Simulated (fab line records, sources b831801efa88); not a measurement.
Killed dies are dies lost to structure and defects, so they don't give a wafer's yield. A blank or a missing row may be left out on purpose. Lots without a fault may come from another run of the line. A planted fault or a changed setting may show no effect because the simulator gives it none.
fab line records | flow sky130
record lots=6 wafers=18 last_day=50
route steps=708 shown POLY_GATE@231 LDD_N@237
lots that met no fault: from a run of the same line without faults
start_h: hours from the record's first day to the start of the lot's first wafer shown | wait_h: hours since the lot's step before | " the same as in the row above | L1.1+2: a row that stands for several wafers | - no value, or no start given | * or withheld: withheld | < > ~ a bound
route shown NAME@n: a module of which the file shows steps, and the number in the route of the first | usual: mean/standard deviation of fault-free wafers | same: alike in all rows | chamber/n: place in a boat | sites: the reading at each site | _std_site: their standard deviation | _edge_site: outer sites' mean less inner sites' | radius_mm: how far each site lies from the wafer's centre | mask NAME#n: copy n | behind: the tool/chamber that last shaped the wafer | hold: why the lot was held/for how many hours/how that ended | device: the transistor (n, p or np) that didn't switch | end of line: the same wafers' tests at the end of the route | a step without rows: its recipe alone | killed: dies lost to structure and defects at the first sort, not the wafer's yield | map: a wafer's dies, x killed, . not, _ none there
set.NAME: the setting as run; set.NAME@STEP: as run at that earlier step | model.NAME: the simulator's own value behind a step, which no gauge read
lots at some steps of the route; a table a step, a row a wafer
services: from which hour (start_h, from the record's first day; less than 0 if before it) a tool's chamber was out of use, for how many hours, and why
## steps
# step SKY_POLY_GATE_ETCH_17
# recipe target_depth_nm=180 stop_on=SiO2 over_etch_frac=0.56667 chemistry=HBr/Cl2 target=poly-Si icp_w=400 bias_w=100 pressure_mtorr=10 HBr_flow_sccm=150 Cl2_flow_sccm=50 time_s=70.5
# usual bias_w=100.00/0.29 drypump_motor_current_A=5.79/0.22 oes_product_au=0.986/0.0066 throttle_valve_pct=33.684/0.0092
# same over_etch_frac=0.56667
# columns lot.wafer tool chamber start_h wait_h bias_w drypump_motor_current_A oes_product_au rf_hours_counter_h throttle_valve_pct
L168.2 rie_si-01 2 366.25 0.0 100.10 5.76 0.978 49 33.672
L168.3 " 3 " " 100.53 6.08 0.986 5 33.666
L168.6 " 1 " " 100.57 5.90 0.989 - 33.690
L176.1 rie_si-02 0 447.14 0.0 100.65 5.91 0.978 0 33.686
L176.4 " 1 " " 99.83 5.78 0.981 - 33.678
L176.6 " 2 " " 99.98 5.43 0.986 - 33.690
L179.1 rie_si-01 1 474.45 0.0 100.13 5.91 0.991 2 33.691
L179.2 " 0 " " 99.93 5.96 0.991 6 33.685
L179.4 " 2 " " 99.80 5.73 0.985 - 33.689
L180.3 rie_si-02 0 482.01 0.0 100.50 5.93 0.982 1 33.681
L180.5 " 2 " " 99.95 5.45 0.984 - 33.684
L180.6 " 3 " " 100.23 5.43 0.973 - 33.686
L182.4 rie_si-02 2 498.20 0.0 99.96 5.44 0.982 0 33.686
L182.5 " 3 " " 100.37 5.43 0.991 - 33.702
L182.6 " 2 " " 99.86 5.45 0.991 - 33.701
L189.2 rie_si-01 2 554.29 0.0 100.54 5.72 0.989 0 33.699
L189.4 " 3 " " 99.95 6.12 0.975 6 33.679
L189.6 " 2 " " 100.31 5.74 0.978 - 33.684
# step SKY_POLY_GATE_STRIP_18
# recipe chemistry=O2/N2 power_w=1400 pressure_mtorr=1500 platen_temp_c=withheld o2_flow_sccm=3000 n2_flow_sccm=300 overash_fraction=0.5
# usual drypump_motor_current_A=6.1/0.38 oes_product_au=0.362/0.0045 strip_time_to_endpoint_s=3.178/0.03
# columns lot.wafer tool chamber start_h wait_h drypump_motor_current_A oes_product_au rf_hours_counter_h strip_time_to_endpoint_s
L168.2 plasma_asher-04 1 366.30 0.0 6.0 0.361 26 3.196
L168.3 " 1 " " 6.0 0.363 - 3.175
L168.6 " 1 " " 6.0 0.359 - 3.157
L176.1 plasma_asher-04 0 447.20 0.0 5.6 0.362 34 3.094
L176.4 " 1 " " 6.0 0.358 - 3.122
L176.6 " 0 " " 5.6 0.357 - 3.141
L179.1 plasma_asher-04 0 474.50 0.0 5.6 0.361 37 3.197
L179.2 " 1 " " 6.0 0.367 37 3.227
L179.4 " 0 " " 5.6 0.365 - 3.234
L180.3 plasma_asher-04 1 482.10 0.1 6.0 0.367 - 3.164
L180.5 " 0 " " 5.5 0.365 - 3.156
L180.6 " 1 " " 6.0 0.362 - 3.101
L182.4 plasma_asher-04 1 498.29 0.1 6.0 0.360 - 3.171
L182.5 " 0 " " 5.6 0.354 - 3.143
L182.6 " 1 " " 6.0 0.366 - 3.181
L189.2 plasma_asher-02 1 554.35 0.0 6.4 0.354 87 3.224
L189.4 " 0 " " 6.6 0.367 - 3.193
L189.6 " 1 " " 6.4 0.357 - 3.225
# step SKY_POLY_GATE_CLEAN_19
# recipe chemistry=SC1/SC2 mix=1:4:20 temp_c=70 time_s=150 dry=n2_spin
# step SKY_POLY_GATE_OXIDATION_20
# recipe temp_c=850 ambient=O2 stabilise_s=600 purge_s=300 target_thk_a=40 ox_time_s=899
# step SKY_POLY_GATE_THK_MEAS_21
# recipe reads=SiO2_of_POLY_GATE_OXIDATION_20
# usual POLY_GATE_OXIDATION_THK=4.01/0.074
# columns lot.wafer tool chamber start_h wait_h POLY_GATE_OXIDATION_THK[nm]
L168.2 film_metro-02 - 370.05 0.0 3.98
L168.3 " - " " 3.98
L168.6 " - " " 3.95
L176.1 film_metro-03 - 448.76 0.0 4.06
L176.4 " - " " 4.00
L176.6 " - " " 3.98
L179.1 film_metro-03 - 475.90 0.0 4.05
L179.2 " - " " 4.10
L179.4 " - " " 4.09
L180.3 film_metro-03 - 483.48 0.0 4.01
L180.5 " - " " 3.99
L180.6 " - " " 3.99
L182.4 film_metro-02 - 499.76 0.0 4.10
L182.5 " - " " 4.11
L182.6 " - " " 4.05
L189.2 film_metro-03 - 555.76 0.0 3.97
L189.4 " - " " 4.00
L189.6 " - " " 3.99
# step SKY_POLY_GATE_CD_MEAS_22
# usual cd_nm=149.9/1.5
# columns lot.wafer tool chamber start_h wait_h cd_nm
L168.2 cd_sem-01 - 370.13 0.1 152.8
L168.3 " - " " 151.8
L168.6 " - " " 152.2
L176.1 cd_sem-01 - 448.82 0.1 148.1
L176.4 " - " " 147.5
L176.6 " - " " 148.7
L179.1 cd_sem-02 - 475.96 0.1 149.5
L179.2 " - " " 149.8
L179.4 " - " " 150.1
L180.3 cd_sem-02 - 483.58 0.1 147.6
L180.5 " - " " 149.0
L180.6 " - " " 150.4
L182.4 cd_sem-02 - 499.88 0.1 148.1
L182.5 " - " " 150.1
L182.6 " - " " 149.1
L189.2 cd_sem-01 - 555.84 0.1 150.0
L189.4 " - " " 151.1
L189.6 " - " " 148.9
# step SKY_LDD_N_DEHYDRATE_00
# recipe temp_c=200 time_s=60
# step SKY_LDD_N_HMDS_01
# recipe prime_time_s=60 prime_temp_c=120
# step SKY_LDD_N_COAT_02
# recipe resist=NOVOLAK spin_rpm=3000 resist_thk_nm=300
# step SKY_LDD_N_SOFTBAKE_03
# recipe temp_c=90 time_s=60 resist=NOVOLAK
# step SKY_LDD_N_EXPOSE_04
# recipe mask_id=NTM target_cd_nm=840 na=0.6 source_shape=conventional sigma_outer=0.6 dose_mj=110
# step SKY_LDD_N_PEB_05
# recipe temp_c=withheld time_s=* resist=NOVOLAK
# step SKY_LDD_N_DEVELOP_06
# recipe develop_time_s=60 dev_temp_c=23
# usual chill_plate_temp_C=22.98/0.11 develop_time_s=60/0
# columns lot.wafer tool chamber start_h wait_h chill_plate_temp_C develop_time_s
L168.2 litho_track-02 0 399.08 0.1 22.94 60
L168.3 " 0 " " 22.94 60
L168.6 " 0 " " 22.90 60
L176.1 litho_track-04 0 479.94 0.1 23.13 60
L176.4 " 0 " " 23.07 60
L176.6 " 0 " " 23.15 60
L179.1 litho_track-01 - 505.56 0.1 - -
L179.2 " - " " - -
L179.4 " - " " - -
L180.3 litho_track-04 - 513.69 0.1 - -
L180.5 " - " " - -
L180.6 " - " " - -
L182.4 litho_track-02 0 529.83 0.1 22.83 60
L182.5 " 0 " " 22.90 60
L182.6 " 0 " " 23.18 60
L189.2 litho_track-02 0 585.38 0.1 22.97 60
L189.4 " 0 " " 23.13 60
L189.6 " 0 " " 23.02 60
# step SKY_LDD_N_OVL_MEAS_07
# usual LDD_N_OVL=-0.5/1.4
# columns lot.wafer tool chamber start_h wait_h LDD_N_OVL[nm]
L168.2 overlay-01 - 399.21 0.1 -4.1
L168.3 " - " " -2.2
L168.6 " - " " -2.3
L176.1 overlay-02 - 480.09 0.1 0.7
L176.4 " - " " -2.6
L176.6 " - " " -3.1
L179.1 overlay-02 - 505.71 0.1 -
L179.2 " - " " -
L179.4 " - " " -
L180.3 overlay-01 - 513.80 0.1 -
L180.5 " - " " -
L180.6 " - " " -
L182.4 overlay-01 - 529.92 0.1 0.6
L182.5 " - " " -1.3
L182.6 " - " " -1.8
L189.2 overlay-02 - 585.51 0.1 0.4
L189.4 " - " " -0.5
L189.6 " - " " 0.5
## services
# columns tool chamber start_h hours kind
rie_si-01 - 360.53 0.1 repair
rie_si-02 - 370.67 0.2 repair
rie_si-02 0 397.90 - clean
rie_si-02 0 397.90 19.0 scheduled_down
rie_si-02 0 397.90 19.0 vent_cycle
rie_si-02 2 416.95 - clean
rie_si-02 2 416.95 19.6 scheduled_down
rie_si-02 2 416.95 19.6 vent_cycle
rie_si-02 - 418.97 2.8 pm
rie_si-02 3 439.45 12.7 repair
plasma_asher-02 - 458.54 0.5 repair
rie_si-01 3 472.43 5.0 repair
plasma_asher-02 - 477.86 2.8 pm
litho_track-01 - 482.60 - consumable_replace:filter
rie_si-01 3 482.94 2.1 repair
rie_si-01 2 516.33 3.8 repair
rie_si-01 2 522.52 - clean
rie_si-01 2 522.52 16.4 scheduled_down
rie_si-01 2 522.52 16.4 vent_cycle
rie_si-02 1 543.64 4.0 repair
plasma_asher-04 - 548.11 36.6 repair
rie_si-02 3 561.46 3.0 repair
## key
first_sign step=SKY_LDD_N_DEVELOP_06 reading=tool_record direction=missing
effect none on later readings
met_at SKY_LDD_N_DEVELOP_06
struck_wafers L179.1,L179.2,L179.4,L180.3,L180.5,L180.6
sort_left_out L179.1,L179.2,L179.4,L180.3,L180.5,L180.6
tester_left_out L179,L180
onset_between 479.94 505.56
fault kind=skipped_step_whole tool=litho_track-01,litho_track-04 chamber=- onset_h=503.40 steps=SKY_LDD_N_DEVELOP_06 scope=struck_lots_only
# tester_left_out: of these lots the tester's yield and bins aren't shown, on N5 and GAA mostly nor the transistor test; their killed dies are dies lost to structure and defects alone, not to doping, threshold or leakage, so they don't give the yield
# sort_left_out: the simulated sort isn't trusted on such a fault, so these wafers' sort isn't shown, and their yield isn't known
